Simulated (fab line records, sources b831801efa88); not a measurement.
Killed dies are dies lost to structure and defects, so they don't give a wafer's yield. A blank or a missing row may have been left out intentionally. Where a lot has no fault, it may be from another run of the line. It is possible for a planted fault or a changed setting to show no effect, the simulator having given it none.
The tool behind it: which one? | flow sky130 | 12 lots, 36 wafers sampled, at 1 step of a route of 708

== WHAT THE GAUGES SHOWED, per wafer ==
SKY_NWELL_THK_MEAS_02.
lot  | measured    | on            | NWELL_OXIDATION_THK (nm)
L075 | day 2 17:21 | film metro-01 | 9.97 9.88 10.11
L077 | day 3 01:39 | film metro-03 | 9.86 9.85 9.89
L079 | day 3 17:25 | film metro-01 | 9.99 10.00 10.04
L081 | day 4 02:22 | film metro-02 | 9.72 9.74 9.79
L083 | day 4 10:29 | film metro-03 | 10.08 10.09 10.19
L085 | day 4 21:02 | film metro-02 | 10.14 10.17 10.29
L087 | day 5 08:19 | film metro-01 | 10.12 10.33 10.35
L089 | day 5 17:39 | film metro-01 | 9.80 9.84 9.84
L091 | day 6 02:29 | film metro-01 | 10.04 10.01 9.70
L093 | day 6 14:01 | film metro-03 | 10.03 10.12 10.02
L095 | day 7 05:51 | film metro-02 | 10.06 10.16 10.28
L096 | day 7 12:22 | film metro-02 | 9.98 10.05 10.06

== EACH LOT AND THE TOOL THAT RAN IT (in order: tool; ch and the chambers of the sampled wafers; start) ==
Before these readings, the record contains no process step.

== THE ANSWER, worked out from the rows above alone ==
Rule: the lots themselves supply what counts as usual. The widest of any qualifying gaps counts: lots, ordered by their means at a reading, are off when they make up no more than a third of the lots, leave a main group of 4 or more, and stand apart from it by 3 or more times the standard deviation of that group's means. A main group is skipped when, at the precision printed for the reading in the tables above, its means are all equal. Also off: a lot with no number at a reading for which 4 or more lots have one. Where the step has rows for the other lots, those lots are counted as sound.
Nothing can be told from this: no lot is off at any reading shown.

== WHAT THE SIMULATOR PUT IN ==
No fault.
